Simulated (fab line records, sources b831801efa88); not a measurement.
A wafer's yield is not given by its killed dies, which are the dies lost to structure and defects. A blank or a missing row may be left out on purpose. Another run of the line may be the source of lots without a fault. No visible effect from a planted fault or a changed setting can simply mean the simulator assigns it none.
What tool caused it? -- flow gf180mcu -- 7 lots, 21 wafers sampled, at 1 step of a route of 602

== WHAT THE GAUGES READ, wafer by wafer ==
GF_HV_LDD_CD_MEAS_19 targets a cd of 400 nm.
lot,measured,on,cd_nm (nm)
L125,day 11 02:33,cd_sem-01,399.4 397.8 399.4
L128,day 12 03:23,cd_sem-01,398.8 398.0 399.4
L133,day 13 22:28,cd_sem-02,402.4 402.9 400.7
L140,day 15 20:45,cd_sem-01,396.7 397.1 397.9
L142,day 16 12:49,cd_sem-01,401.5 399.0 401.2
L145,day 17 04:49,cd_sem-01,399.6 401.7 399.9
L147,day 18 00:25,cd_sem-01,400.1 400.9 401.1

== TOOL THAT RAN EACH LOT (tool first, then ch and the chambers of the sampled wafers, then the start) ==
No process step before these readings appears in the record.

== THE ANSWER, worked out from the rows above alone ==
Rule: usual is defined by the lots themselves. The widest of any qualifying gaps counts: lots, ordered by their means at a reading, are off when they make up no more than a third of the lots, leave a main group of 4 or more, and stand apart from it by 3 or more times the standard deviation of that group's means. A main group whose means are all the same, to the digits that the tables above print for the reading, isn't used. Also off: a lot with no number at a reading for which 4 or more lots have one. Any other lot the step has rows for is counted as sound.
No lot is off at any reading shown: from this, nothing can be told.

== WHAT THE SIMULATOR HAD PUT IN ==
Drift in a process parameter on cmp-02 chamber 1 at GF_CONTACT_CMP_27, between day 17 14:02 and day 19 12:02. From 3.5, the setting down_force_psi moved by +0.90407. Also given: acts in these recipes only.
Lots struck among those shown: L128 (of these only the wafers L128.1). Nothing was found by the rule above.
